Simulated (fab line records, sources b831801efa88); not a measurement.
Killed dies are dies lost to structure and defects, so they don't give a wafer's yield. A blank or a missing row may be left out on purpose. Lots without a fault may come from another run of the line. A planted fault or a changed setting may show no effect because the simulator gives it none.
Which tool did it? | flow gf180mcu | 13 lots, 38 wafers sampled, at 1 step of a route of 602

WHAT THE GAUGES READ, wafer by wafer
GF_M4_THK_MEAS_06: measures by xrf. Usual: M4_ALCU_THK 450 nm, standard deviation 5.4.
lot  | measured     | on            | M4_ALCU_THK (nm) | flag
L644 | day 22 19:22 | film_metro-02 | 457 452 449      |
L647 | day 24 01:04 | film_metro-04 | 440 442 447      |
L649 | day 24 18:23 | film_metro-04 | 439 445 443      |
L650 | day 25 10:48 | film_metro-04 | 449 452 443      |
L651 | day 25 14:45 | film_metro-04 | 443 449 449      |
L652 | day 25 20:08 | film_metro-04 | 447 453 453      |
L653 | day 26 07:40 | film_metro-04 | 459 451 450      |
L654 | day 26 14:00 | film_metro-02 | 456 448 448      |
L655 | day 26 19:47 | film_metro-04 | 449 454 450      |
L656 | day 27 00:25 | film_metro-02 | 449 450 454      |
L660 | day 28 06:35 | film_metro-04 | 454 447          |
L661 | day 28 13:21 | film_metro-04 | 451 456 459      |
L666 | day 29 20:04 | film_metro-04 | 444 447 453      |

WHICH TOOL RAN EACH LOT (tool, then ch and the chambers of the sampled wafers, then the start)
The record holds no process step before these readings.

WHAT THE TOOLS THEMSELVES READ (means of the sampled wafers that have a number; where no wafer has one, the mark that the record gives instead)
The record holds no such reading with a usual standard deviation.

THE ANSWER, worked out from the rows above alone
Rule: a lot is off if the mean of its wafers that have a number lies more than 3 standard deviations from the usual mean. A lot without any number at a reading at which 4 lots or more have one is off too. The other lots that the step has rows for count as sound. The gauges are gone through in route order, then the tools' own readings, and for those a lot's mean is taken as printed above. The first step at which some lot is off is used, and at that step the reading that is off furthest; a lot without a number counts as furthest.
No lot is off at any reading shown: from this, nothing can be told.

WHAT THE SIMULATOR HAD PUT IN
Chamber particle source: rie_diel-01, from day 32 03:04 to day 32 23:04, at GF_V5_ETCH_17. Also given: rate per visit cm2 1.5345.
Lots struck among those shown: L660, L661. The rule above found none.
